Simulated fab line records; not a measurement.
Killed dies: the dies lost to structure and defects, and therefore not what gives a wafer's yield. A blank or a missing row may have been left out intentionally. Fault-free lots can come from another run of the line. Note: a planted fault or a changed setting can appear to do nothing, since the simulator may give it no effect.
The tool behind it: which one?    flow gf180mcu    7 lots, 21 wafers sampled, at 3 steps of a route of 602

## WHAT THE GAUGES SHOWED, per wafer
GF_TOP_METAL_OVL_MEAS_15.
lot   measured      on          TOP_METAL_OVL (nm)
L121  day 30 19:29  overlay-01  -0.2 0.2 1.1
L124  day 31 18:11  overlay-02  -0.5 0.2 0.7
L126  day 32 05:10  overlay-02  1.5 -0.9 -0.3
L128  day 32 15:10  overlay-02  2.5 -2.3 0.2
L133  day 33 19:38  overlay-02  1.2 1.1 1.9
L139  day 35 02:43  overlay-01  -0.3 -0.7 0.1
L143  day 35 18:38  overlay-01  0.1 0.0 0.4

## WHAT TOOL EACH LOT RAN ON (gives the tool, then ch and the chambers of the sampled wafers, and finally the start)
lot   GF_V3_CVD_02                     GF_TOP_METAL_SPUTTER_03
L121  pecvd-03 ch 0,1,2, day 24 02:05  pvdSputter-04, day 29 23:09
L124  pecvd-02 ch 1,2, day 25 04:36    pvdSputter-04, day 30 22:54
L126  pecvd-03 ch 1,2, day 25 18:14    pvdSputter-01, day 31 10:34
L128  pecvd-02 ch 0,1,2, day 26 08:30  pvdSputter-03, day 31 20:55
L133  pecvd-02 ch 0,2, day 27 18:17    pvdSputter-04, day 33 02:19
L139  pecvd-03 ch 0,1,2, day 29 07:51  pvdSputter-01, day 34 09:57
L143  pecvd-04 ch 0,2, day 30 04:28    pvdSputter-01, day 35 02:52
- GF_V3_CVD_02: deposits SiO2 from TEOS, target thk 850 nm, time 94.851 s.
- GF_TOP_METAL_SPUTTER_03: material Ti, target thk 5 nm, time 3.3 s.

## THE ANSWER, worked out from the rows above alone
Rule: the usual values come from the lots themselves. Put in order of their means at a reading, lots are off if they are a third of the lots or fewer, leave a main group of 4 or more, and stand apart from it by a gap of 3 or more times the standard deviation of the main group's means; of several such gaps the widest counts. The tables above print the reading to a certain number of digits; a main group whose means all agree to those digits is not used. A lot without any number at a reading at which 4 lots or more have one is off too. Where the step has rows for the other lots, those lots are counted as sound.
Off: L133, at GF_TOP_METAL_OVL_MEAS_15 (TOP_METAL_OVL). Mean 0.1 nm and standard deviation 0.2 in the main group.
If a tool, at a process step before that reading, ran all the lots that are off and no sound lot after the first of them, it fits. Those tools and the gauges at GF_TOP_METAL_OVL_MEAS_15 are tried in the same way. Can't be told from this: 3 tools fit, pecvd-02 at GF_V3_CVD_02, pvdSputter-04 at GF_TOP_METAL_SPUTTER_03, overlay-02 at GF_TOP_METAL_OVL_MEAS_15.

## WHAT HAD BEEN PUT IN BY THE SIMULATOR
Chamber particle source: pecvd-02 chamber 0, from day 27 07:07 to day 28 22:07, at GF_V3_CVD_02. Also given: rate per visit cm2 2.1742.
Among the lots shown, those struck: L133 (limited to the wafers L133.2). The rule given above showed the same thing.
